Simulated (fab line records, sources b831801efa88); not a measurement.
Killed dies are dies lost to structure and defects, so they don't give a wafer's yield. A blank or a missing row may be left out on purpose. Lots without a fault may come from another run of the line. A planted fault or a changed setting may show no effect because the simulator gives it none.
One fault seen from 2 desks | flow gf180mcu | each desk has only its own numbers; what lay behind them comes last

THE METROLOGY DESK
What the gauges read, lot by lot, whatever tool the lot ran on: means of the sampled wafers that have a number. A lot is out of limits, marked OUT, if its mean lies more than 4 standard deviations from the usual mean; the brackets give that distance.
Columns: A = MIM_ALCU_RS at GF_MIM_RS_MEAS_10, usual 0.1577 ohm/sq
lot  | first seen here | A
L627 | day 24 10:31    | 0.1596
L630 | day 25 18:19    | 0.1580
L633 | day 27 04:35    | 0.1556
L636 | day 28 11:05    | 0.1583
L637 | day 28 19:41    | 0.1566
L639 | day 28 21:38    | 0.1601
L638 | day 29 01:01    | 0.1583
L641 | day 29 14:15    | 0.1587
L644 | day 30 05:03    | 0.1550
L645 | day 30 15:05    | 0.1575
L648 | day 31 03:29    | 0.1579
L649 | day 31 09:08    | 0.1580
This desk's finding: nothing out of limits on any of the 12 lots.

THE TOOL OWNER'S DESK: litho_track-01
The tool's own readings at GF_MIM_COAT_14 (resist thk 1000 nm): means of the sampled wafers that have a number, for each lot that ran on this tool. A lot is out of limits, marked OUT, if its mean lies more than 4 standard deviations from the usual mean; the brackets give that distance.
Columns: A = spin_speed_rpm at GF_MIM_COAT_14, usual 3000.3 rpm
lot  | first seen here | A
L633 | day 27 13:47    | 3000.0
L637 | day 29 04:31    | 2997.8
L644 | day 30 13:31    | 3576.0 (+99 or more) OUT
L648 | day 31 11:47    | 3576.6 (+99 or more) OUT
This desk's finding: out of limits on L644, L648; first on L644, day 30 13:31 (spin_speed_rpm at GF_MIM_COAT_14). In limits: L633, L637.

PUT TOGETHER
The tool owner's desk could have raised an alarm at day 30 13:31, on L644, L648.
The metrology desk saw nothing out of limits.
The metrology desk has L644, L648 on record, within its limits.
Of the lots named, all ran GF_MIM_COAT_14 on litho_track-01.

WHAT THE SIMULATOR HAD PUT IN
Process parameter drift: litho_track-01, from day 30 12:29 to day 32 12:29, at GF_MIM_COAT_14. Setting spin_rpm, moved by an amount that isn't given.
Lots struck among those shown: L644, L648.
Hours from the fault's start to each desk's first reading out of limits: the tool owner's desk, 1.
